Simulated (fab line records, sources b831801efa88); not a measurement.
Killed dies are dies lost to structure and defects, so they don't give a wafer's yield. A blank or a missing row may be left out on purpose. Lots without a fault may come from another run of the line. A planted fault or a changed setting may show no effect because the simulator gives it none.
Which tool did it? | flow sky130 | 6 lots, 18 wafers sampled, at 1 step of a route of 708

WHAT THE GAUGES READ, wafer by wafer
SKY_SONOS_TUNNEL_CD_MEAS_07: target cd 410 nm.
lot  | measured     | on        | cd_nm (nm)
L613 | day 12 23:24 | cd_sem-02 | 410.5 410.3 408.8
L616 | day 13 10:05 | cd_sem-01 | 408.6 409.7 407.7
L621 | day 15 08:01 | cd_sem-02 | 408.0 407.7 410.8
L624 | day 16 11:44 | cd_sem-01 | 411.5 410.5 410.9
L627 | day 17 10:25 | cd_sem-02 | 411.6 413.0 412.1
L633 | day 19 09:20 | cd_sem-01 | 410.9 410.7 409.4

WHICH TOOL RAN EACH LOT (tool, then ch and the chambers of the sampled wafers, then the start)
The record holds no process step before these readings.

THE ANSWER, worked out from the rows above alone
Rule: what is usual is taken from the lots themselves. Put in order of their means at a reading, lots are off if they are a third of the lots or fewer, leave a main group of 4 or more, and stand apart from it by a gap of 3 or more times the standard deviation of the main group's means; of several such gaps the widest counts. A main group whose means are all the same, to the digits that the tables above print for the reading, isn't used. A lot without any number at a reading at which 4 lots or more have one is off too. The other lots that the step has rows for count as sound.
No lot is off at any reading shown: from this, nothing can be told.

WHAT THE SIMULATOR HAD PUT IN
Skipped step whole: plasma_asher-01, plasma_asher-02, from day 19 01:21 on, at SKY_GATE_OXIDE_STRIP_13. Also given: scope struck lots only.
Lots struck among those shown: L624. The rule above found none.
